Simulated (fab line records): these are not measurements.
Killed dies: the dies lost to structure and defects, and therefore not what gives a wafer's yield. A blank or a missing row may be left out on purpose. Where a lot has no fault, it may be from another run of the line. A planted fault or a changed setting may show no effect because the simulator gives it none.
What tool caused it? ; flow sky130 ; Sampling: 24 lots, 72 wafers, 5 of 708 route steps

== WHAT THE GAUGES READ, wafer by wafer ==
SKY_FIELD_ISO_THK_MEAS_04.
lot;measured;on;FIELD_ISO_CVD_03_THK (nm)
L074;day 1 15:45;film metro-03;166.7 166.7 166.5
L075;day 1 18:35;film metro-03;167.8 167.1 167.1
L076;day 1 23:29;film metro-01;168.8 169.4 166.9
L077;day 2 04:50;film metro-04;164.7 165.6 166.0
L078;day 2 09:29;film metro-04;166.2 164.8 166.1
L079;day 2 15:41;film metro-04;165.0 165.4 165.7
L080;day 2 20:32;film metro-01;167.6 166.8 168.9
L081;day 3 00:30;film metro-04;168.1 167.1 168.2
L082;day 3 05:54;film metro-04;169.8 169.6 169.4
L083;day 3 10:37;film metro-03;165.2 165.6 166.0
L084;day 3 16:00;film metro-01;168.7 169.0 169.3
L085;day 3 21:03;film metro-03;169.1 168.9 169.7
L086;day 4 01:37;film metro-03;169.3 167.9 169.1
L087;day 4 08:18;film metro-04;167.2 166.9 165.1
L088;day 4 11:31;film metro-03;165.5 165.8 165.9
L089;day 4 16:47;film metro-01;167.8 168.5 169.1
L090;day 4 22:28;film metro-04;166.4 166.4 165.6
L091;day 5 04:11;film metro-01;166.4 166.4 166.6
L092;day 5 08:17;film metro-04;165.6 167.4 166.0
L093;day 6 18:09;film metro-04;166.3 168.4 167.8
L094;day 6 18:10;film metro-03;165.3 166.5 164.5
L095;day 6 18:12;film metro-04;163.0 162.5 164.3
L096;day 6 18:13;film metro-03;166.1 166.1 165.9
L097;day 6 18:16;film metro-03;167.8 168.3 166.6

SKY_LI_CONTACT_OVL_MEAS_13.
lot;measured;on;LI_CONTACT_OVL (nm)
L074;day 28 21:30;overlay-02;1 -5 -15
L075;day 29 04:22;overlay-02;-5 -9 2
L076;day 29 07:01;overlay-02;2 3 -6
L077;day 29 20:48;overlay-02;-6 -9 -8
L078;day 30 04:06;overlay-02;-17 -13 -9
L079;day 30 18:01;overlay-02;-11 -3 -13
L080;day 30 19:50;overlay-01;-6 -14 -8
L081;day 31 04:42;overlay-02;0 -12 -9
L082;day 31 12:57;overlay-01;0 -3 -9
L083;day 32 01:44;overlay-02;3 7 10
L084;day 32 12:07;overlay-01;-8 -6 -6
L085;day 32 13:18;overlay-02;-4 -11 -10
L086;day 32 22:01;overlay-01;0 -3 0
L087;day 33 02:05;overlay-01;-9 -17 -13
L088;day 33 13:01;overlay-02;-1 2 -6
L089;day 33 23:42;overlay-02;-6 0 -1
L090;day 34 03:22;overlay-01;-14 -17 -15
L091;day 34 13:46;overlay-01;-1 3 -5
L092;day 35 04:04;overlay-02;-7 -7 -4
L093;day 37 00:52;overlay-02;-2 1 -3
L094;day 36 22:03;overlay-02;-1 -6 -1
L095;day 36 23:11;overlay-01;-16 -10 -4
L096;day 37 05:33;overlay-02;3 -6 -4
L097;day 36 22:40;overlay-02;-9 -7 -9

SKY_METAL1_THK_MEAS_06: measures by xrf.
lot;measured;on;METAL1_ALCU_THK (nm)
L074;day 31 09:35;film metro-02;243 243 249
L075;day 31 16:14;film metro-03;249 246 252
L076;day 31 19:40;film metro-03;252 250 251
L077;day 32 08:25;film metro-03;247 247 245
L078;day 32 14:40;film metro-01;244 248 248
L079;day 33 04:54;film metro-02;249 249 248
L080;day 33 08:32;film metro-02;254 252 251
L081;day 33 16:28;film metro-02;249 248 248
L082;day 33 23:34;film metro-02;254 256 256
L083;day 34 13:54;film metro-01;249 248 249
L084;day 34 22:32;film metro-02;241 244 248
L085;day 34 23:55;film metro-03;251 253 252
L086;day 35 08:10;film metro-01;247 252 248
L087;day 35 11:32;film metro-01;253 247 249
L088;day 35 21:52;film metro-02;248 249 251
L089;day 36 07:31;film metro-01;246 253 248
L090;day 36 14:04;film metro-03;246 244 243
L091;day 36 23:22;film metro-01;245 244 243
L092;day 37 13:05;film metro-01;255 251 251
L093;day 39 09:05;film metro-03;259 255 256
L094;day 39 05:56;film metro-03;252 246 247
L095;day 39 07:15;film metro-02;251 253 253
L096;day 39 12:40;film metro-02;252 254 250
L097;day 39 06:13;film metro-01;247 246 245

SKY_VIA2_CD_MEAS_12: the cd target is 200 nm.
lot;measured;on;cd nm (nm)
L074;day 36 00:31;cd sem-02;200.0 199.5 200.4
L075;day 36 07:16;cd sem-01;200.2 200.4 199.9
L076;day 36 11:19;cd sem-02;202.5 202.5 201.5
L077;day 36 23:50;cd sem-01;199.9 200.3 200.4
L078;day 37 05:42;cd sem-02;198.8 198.7 199.0
L079;day 37 18:51;cd sem-02;199.2 200.5 201.1
L080;day 37 21:59;cd sem-02;201.1 201.6 201.4
L081;day 38 06:16;cd sem-02;199.7 199.1 200.2
L082;day 38 11:23;cd sem-02;198.2 199.1 198.1
L083;day 39 01:14;cd sem-02;200.9 201.5 201.6
L084;day 39 10:43;cd sem-02;200.0 199.7 198.7
L085;day 39 12:01;cd sem-01;200.9 200.6 199.5
L086;day 39 18:33;cd sem-01;200.8 202.2 198.7
L087;day 39 23:31;cd sem-02;199.7 200.7 199.4
L088;day 40 08:34;cd sem-01;200.4 200.2 201.7
L089;day 40 17:48;cd sem-02;199.8 200.2 199.0
L090;day 41 00:44;cd sem-01;200.2 199.4 197.5
L091;day 41 07:13;cd sem-02;198.2 197.8 198.0
L092;day 41 20:32;cd sem-02;200.3 199.9 199.4
L093;day 43 13:50;cd sem-02;201.8 200.2 200.0
L094;day 43 09:59;cd sem-02;197.3 197.7 197.1
L095;day 43 11:53;cd sem-01;200.4 199.6 200.0
L096;day 43 17:43;cd sem-02;202.3 202.4 201.8
L097;day 43 10:57;cd sem-02;200.6 200.4 200.6

== WHICH TOOL RAN EACH LOT (tool, then ch and the chambers of the sampled wafers, then the start) ==
lot;SKY_METAL2_STRIP_20
L074;plasma asher-01 ch 0,1, day 34 21:23
L075;plasma asher-01 ch 0,1, day 35 03:40
L076;plasma asher-01 ch 0,1, day 35 07:34
L077;plasma asher-02 ch 0,1, day 35 19:59
L078;plasma asher-01 ch 0,1, day 36 01:47
L079;plasma asher-04 ch 0,1, day 36 16:11
L080;plasma asher-01 ch 0,1, day 36 19:43
L081;plasma asher-01 ch 0,1, day 37 04:03
L082;plasma asher-02 ch 0,1, day 37 08:41
L083;plasma asher-02 ch 0,1, day 37 23:32
L084;plasma asher-04 ch 0,1, day 38 08:38
L085;plasma asher-01 ch 0,1, day 38 09:47
L086;plasma asher-02 ch 0,1, day 38 17:02
L087;plasma asher-02 ch 0,1, day 38 21:29
L088;plasma asher-04 ch 0,1, day 39 06:40
L089;plasma asher-01 ch 0,1, day 39 15:41
L090;plasma asher-01 ch 0,1, day 39 22:29
L091;plasma asher-01 ch 0,1, day 40 05:49
L092;plasma asher-04 ch 0,1, day 40 19:06
L093;plasma asher-04 ch 0,1, day 42 13:26
L094;plasma asher-01 ch 0,1, day 42 09:59
L095;plasma asher-01 ch 0,1, day 42 12:03
L096;plasma asher-01 ch 0,1, day 42 17:41
L097;plasma asher-04 ch 0,1, day 42 10:17
- SKY_METAL2_STRIP_20: strips in O2/N2.

== WHAT THE TOOLS THEMSELVES READ (means of the sampled wafers that have a number; where no wafer has one, the mark that the record gives instead) ==
SKY_METAL2_STRIP_20.
lot;tool;drypump motor current A (A);n2 flow sccm (sccm);oes product au (a.u.);strip time to endpoint s (s)
L074;plasma asher-01;6.0;298.5;0.341;2.65
L075;plasma asher-01;6.3;300.6;0.344;2.68
L076;plasma asher-01;6.3;299.3;0.343;2.67
L077;plasma asher-02;5.7;300.0;0.341;2.67
L078;plasma asher-01;6.0;299.7;0.339;2.62
L079;plasma asher-04;5.7;299.0;0.337;2.67
L080;plasma asher-01;6.0;301.0;0.340;2.67
L081;plasma asher-01;6.2;300.2;0.342;2.71
L082;plasma asher-02;6.1;299.8;0.338;2.71
L083;plasma asher-02;5.7;299.8;0.340;2.70
L084;plasma asher-04;5.8;299.5;0.347;2.68
L085;plasma asher-01;6.3;301.3;0.343;2.65
L086;plasma asher-02;5.6;299.0;0.347;2.76
L087;plasma asher-02;6.1;299.2;0.346;2.71
L088;plasma asher-04;6.1;300.3;0.340;2.65
L089;plasma asher-01;6.2;300.1;0.336;2.60
L090;plasma asher-01;6.0;300.1;0.345;2.72
L091;plasma asher-01;6.3;299.5;0.344;2.72
L092;plasma asher-04;5.7;299.5;0.347;2.67
L093;plasma asher-04;6.1;299.5;0.342;2.66
L094;plasma asher-01;6.3;300.5;0.341;2.69
L095;plasma asher-01;6.2;299.0;0.342;2.62
L096;plasma asher-01;6.3;300.9;0.344;2.63
L097;plasma asher-04;5.7;299.9;0.345;2.77

== THE ANSWER, worked out from the rows above alone ==
Rule: the usual values come from the lots themselves. Put in order of their means at a reading, lots are off if they are a third of the lots or fewer, leave a main group of 4 or more, and stand apart from it by a gap of 3 or more times the standard deviation of the main group's means; of several such gaps the widest counts. If all means in a main group match to the digits the tables above print for the reading, that group is not used. Also off: a lot with no number at a reading for which 4 or more lots have one. All remaining lots with rows at the step are treated as sound. First the gauges in route order, then the tools' own readings, where a lot's mean is used as printed above. The first step at which some lot is off is used, and at that step the reading that is off furthest; a lot without a number counts as furthest.
No lot is off at any reading shown: from this, nothing can be told.

== WHAT THE SIMULATOR PUT IN ==
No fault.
